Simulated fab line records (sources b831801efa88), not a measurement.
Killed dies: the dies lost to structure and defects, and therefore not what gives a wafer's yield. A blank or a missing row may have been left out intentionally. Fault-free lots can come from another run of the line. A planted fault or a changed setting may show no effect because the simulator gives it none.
One fault through the eyes of 2 desks | flow gf180mcu | every desk sees just its own numbers, and what lay behind them comes last

TOOL OWNER'S DESK, hdpcvd-02
The tool's own readings at GF_STI_CVD_23 (deposits SiO2, target thk 650 nm, time 108.3 s): means of the sampled wafers that have a number, for each lot that ran on this tool. A lot is out of limits, marked OUT, if its mean lies more than 4 standard deviations from the usual mean; the brackets give that distance.
Columns: A = pressureMtorr at GF_STI_CVD_23, usual 5.998 mTorr
lot  | first seen here | A
L999 | day 2 09:25     | 5.993
L102 | day 3 00:37     | 5.989
L105 | day 3 17:20     | 6.000
L107 | day 4 03:04     | 6.013
L109 | day 4 11:31     | 5.983
L110 | day 4 17:10     | 6.006
Finding of this desk: none of the 6 lots has anything out of limits.

METROLOGY DESK
What the gauges read, lot by lot, whatever tool the lot ran on: means of the sampled wafers that have a number. A lot is out of limits, marked OUT, if its mean lies more than 4 standard deviations from the usual mean; the brackets give that distance.
Columns: A = STI_CVD_23_THK at GF_STI_THK_MEAS_24, usual 650 nm; B = MVPSD_OVL at GF_MVPSD_OVL_MEAS_07, usual -1.3 nm; C = VT_IMPLANT_OVL at GF_VT_IMPLANT_OVL_MEAS_07, usual -0.5 nm
lot  | first seen here | A             | B    | C
L998 | day 2 03:32     | 648           | -0.9 | -0.5
L999 | day 2 09:31     | 640           | -1.3 | 0.3
L100 | day 2 14:50     | 652           | -0.5 | -0.9
L101 | day 2 18:50     | 649           | -1.0 | 0.3
L102 | day 3 00:43     | 647           | -1.7 | -2.3
L105 | day 3 17:25     | 645           | -1.8 | -0.5
L107 | day 4 03:08     | 653           | -1.4 | -1.3
L109 | day 4 11:35     | 535 (-17) OUT | -1.6 | -0.9
L110 | day 4 17:15     | 534 (-18) OUT | -1.1 | -2.0
L114 | day 5 15:14     | 649           | -1.6 | 0.2
L115 | day 5 18:07     | 646           | -1.5 | 0.5
This desk's finding: out of limits on L109, L110; first on L109, day 4 11:35 (STI_CVD_23_THK at GF_STI_THK_MEAS_24). L998, L999, L100, L101, L102, L105, L107, L114, L115 stayed within limits.

ALL TOGETHER
On L109, L110, the metrology desk was in a position to raise an alarm at day 4 11:35.
The desk of the tool owner found nothing out of limits.
The tool owner's desk has L109, L110 on record, within its limits.
On hdpcvd-02, each named lot ran GF_STI_CVD_23.

WHAT THE SIMULATOR HAD INSERTED
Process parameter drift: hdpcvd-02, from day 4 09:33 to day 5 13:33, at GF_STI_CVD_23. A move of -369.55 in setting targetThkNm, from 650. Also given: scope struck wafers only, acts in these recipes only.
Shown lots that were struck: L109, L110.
Delay in hours, fault start to first out-of-limits reading, per desk: metrology desk 2.
